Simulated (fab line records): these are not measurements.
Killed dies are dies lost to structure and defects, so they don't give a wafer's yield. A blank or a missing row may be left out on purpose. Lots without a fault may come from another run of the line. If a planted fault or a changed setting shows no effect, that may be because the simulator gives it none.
Struck lot and sound lot, side by side    flow gf180mcu    16 out of 602 route steps
Sound: wafers L747.1, L747.2, L747.6. The struck wafers were L756.3, L756.4, L756.6. The cause is given at the end.
Per side, at each step with rows, come the tool, then ch with its chambers, and then its first start. Under that, the readings that differ: sound wafers    struck wafers    difference of the means    sigmas: that difference in standard deviations of wafers without a fault.
alike: same words and numbers on both sides, and readings whose means sit less than 2 such deviations apart. not compared: any withheld reading, any reading some wafer has no value for, any bound like >300 that may hide the same value, and any number with overlapping values for which the record gives no deviation.
The two part at a step that has a row with sigmas, a row that says differs or no value, or rows on one side only. Non-overlapping numbers with no deviation appear without sigmas and do not part them. A reading that every wafer of one side lacks parts them only if that side has two wafers or more.

first, 9 steps without rows for these wafers: GF_MIM_STRIP_21 (strips in post etch residue remover, time 1200 s); GF_MIM_CLEAN_22 (cleans in DIW); GF_M5_DEHYDRATE_00 (time 60 s); GF_M5_HMDS_01 (prime time 60 s); GF_M5_COAT_02 (resist thk 1000 nm); GF_M5_SOFTBAKE_03 (time 60 s); GF_M5_EXPOSE_04 (exposes mask Metal5, target cd 280 nm); GF_M5_PEB_05 (peb time 90 s); GF_M5_DEVELOP_06 (develop time 60 s).
GF_M5_CD_MEAS_07 targets a cd of 280 nm.
  sound: cd sem-01 at day 28 17:46; struck: cd sem-01 at day 31 09:40
  alike: cd nm
GF_M5_OVL_MEAS_08:
  sound: overlay-02 at day 28 17:53; struck: overlay-02 at day 31 09:45
  alike: M5_OVL
GF_M5_ETCH_09: etches Si3N4 in CF4/O2, target depth 52 nm, time 11.6 s.
  sound on rie diel-02 ch 1,3, day 28 17:56; struck on rie diel-04 ch 0,1,2, day 31 09:47
  alike: drypump motor current A, oes product au, throttle valve pct
  not compared: rf hours counter h
GF_M5_METAL_ETCH_10: etches the open film in Cl2/BCl3, stops on SiO2, target depth 750.8 nm, time 125.1 s.
  sound on rie metal-02 ch 0,1, day 28 17:57; struck on rie metal-03 ch 0,1, day 31 09:50
reading                              sound              struck             difference  sigmas
model.KrF_of_M5_COAT_02.thk nm (nm)  649.4 642.8 642.2  521.5 531.1 519.4  -120.8      
  alike: drypump motor current A, oes product au, throttle valve pct
  not compared: rf hours counter h
GF_M5_STRIP_11: strips in O2/N2.
  sound on plasma asher-03 ch 0,1, day 28 18:05; struck on plasma asher-01 ch 0,1, day 31 09:58
reading                       sound              struck             difference  sigmas
oes product au (a.u.)         0.521 0.519 0.513  0.472 0.476 0.462  -0.048      -9
strip time to endpoint s (s)  7.04 6.97 6.97     5.76 5.86 5.76     -1.20       -31
  alike: drypump motor current A, heater power w
  not compared: rf hours counter h
then, 1 step without rows for these wafers: GF_M5_STRIP_12 (strips in post etch residue remover, time 1200 s).
-- the record jumps here: 2 days lie between the struck wafers' starts before and after (it left off in module M5 and takes up again in module PASSIVATION, whose first step shown is number 602 of the route) --
GF_PASSIVATION_PROBE_99:
  record: rows for the struck wafers here (prober-01, day 33 16:13), none for the sound ones

## WHERE THEY PART
At GF_M5_STRIP_11 first; at GF_PASSIVATION_PROBE_99 last (within this record only).

WHY: whatever the simulator had introduced
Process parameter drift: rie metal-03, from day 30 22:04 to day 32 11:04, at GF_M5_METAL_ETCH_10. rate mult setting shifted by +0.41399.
